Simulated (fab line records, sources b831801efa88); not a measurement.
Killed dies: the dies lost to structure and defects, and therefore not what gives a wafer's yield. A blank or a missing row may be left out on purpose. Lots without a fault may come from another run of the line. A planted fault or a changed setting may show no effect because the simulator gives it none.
The tool behind it: which one? | flow gf180mcu | 21 wafers sampled from 7 lots at 1 step of a route of 602

WHAT THE GAUGES SHOWED, per wafer
GF_STI_CD_MEAS_12: the cd target is 220 nm.
lot  | measured    | on       | cdNm (nm)
L175 | day 2 22:49 | cdSem-02 | 218.6 219.2 220.2
L178 | day 3 12:59 | cdSem-01 | 221.0 220.7 220.0
L183 | day 4 15:04 | cdSem-02 | 219.0 218.6 220.1
L185 | day 5 00:58 | cdSem-02 | 221.1 222.0 221.2
L190 | day 6 04:32 | cdSem-02 | 219.5 218.1 218.8
L192 | day 6 14:33 | cdSem-02 | 220.8 220.7 220.8
L194 | day 6 23:40 | cdSem-01 | 220.7 219.9 221.3

WHICH TOOL RAN EACH LOT (tool, then ch and the chambers of the sampled wafers, then the start)
Before these readings, the record contains no process step.

THE ANSWER, worked out from the rows above alone
Rule: the usual values come from the lots themselves. Put in order of their means at a reading, lots are off if they are a third of the lots or fewer, leave a main group of 4 or more, and stand apart from it by a gap of 3 or more times the standard deviation of the main group's means; of several such gaps the widest counts. A main group whose means are all the same, to the digits that the tables above print for the reading, isn't used. Also off: a lot with no number at a reading for which 4 or more lots have one. All remaining lots with rows at the step are treated as sound.
None of the lots is off at any reading shown; this tells nothing.

WHAT THE SIMULATOR HAD PUT IN
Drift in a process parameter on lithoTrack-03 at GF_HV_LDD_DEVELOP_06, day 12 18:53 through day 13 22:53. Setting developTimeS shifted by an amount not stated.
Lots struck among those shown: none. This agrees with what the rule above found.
